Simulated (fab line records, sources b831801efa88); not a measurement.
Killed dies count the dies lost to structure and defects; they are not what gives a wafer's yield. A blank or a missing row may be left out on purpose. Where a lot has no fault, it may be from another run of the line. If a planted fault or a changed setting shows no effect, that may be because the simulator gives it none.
Chamber matching ; flow gf180mcu ; GF_V4_CMP_04 on cmp-01 has 4 sister chambers
The step polishes SiO2. 16 wafers are shown with their chamber, then 8 later ones without.

== EACH WAFER AND ITS CHAMBER ==
wafer;chamber;motorCurrentA (A);timeToEndpointS (s)
L198.2;2;13.5;69
L198.5;2;12.9;80
L198.6;3;12.5;77
L207.1;3;12.6;77
L207.4;1;13.3;84
L207.5;0;11.7;80
L209.2;1;14.1;72
L209.4;0;11.1;82
L209.5;0;11.7;74
L210.1;1;13.4;76
L210.5;0;11.7;81
L210.6;1;13.7;80
L213.1;1;13.2;70
L213.2;0;11.2;68
L213.3;2;12.8;73
L215.1;2;12.7;79

SIGNATURES (means of the wafers above)
reading;chamber 0;chamber 1;chamber 2;chamber 3;scatter within a chamber
motorCurrentA;11.480;13.540;12.975;12.550;0.328
timeToEndpointS;77.00;76.40;75.25;77.00;5.42
Rule: for each reading, subtract the chamber's mean from the wafer's reading, divide by that reading's scatter and square the result; add these up over the readings and take the root, which gives the wafer's distance from the chamber. If the next closest chamber is less than 2 further off than the closest, the wafer can't be placed; otherwise it belongs to the closest. The scatter: take each reading less its chamber's mean, square it, sum over the shown wafers, divide by the number of wafers less the number of chambers, and take the root.

== WAFERS MISSING THEIR CHAMBER ==
wafer;motorCurrentA (A);timeToEndpointS (s)
L215.4;11.1;83
L215.6;13.9;77
L217.1;12.0;79
L217.2;13.2;83
L217.5;13.3;87
L219.1;13.3;71
L219.3;11.7;75
L219.5;13.2;85

== WHICH CHAMBER EACH WENT THROUGH ==
wafer;from the rows above;in truth
L215.4;0;0
L215.6;can't be placed: 1 or 2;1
L217.1;can't be placed: 0 or 3 or 2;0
L217.2;can't be placed: 2 or 1 or 3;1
L217.5;can't be placed: 1 or 2 or 3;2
L219.1;can't be placed: 1 or 2 or 3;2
L219.3;can't be placed: 0 or 3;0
L219.5;can't be placed: 1 or 2 or 3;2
Placed correctly: 1 of 8. Not placeable from these rows: 7 (in 7, the candidates include the true chamber). Wrongly placed: 0.
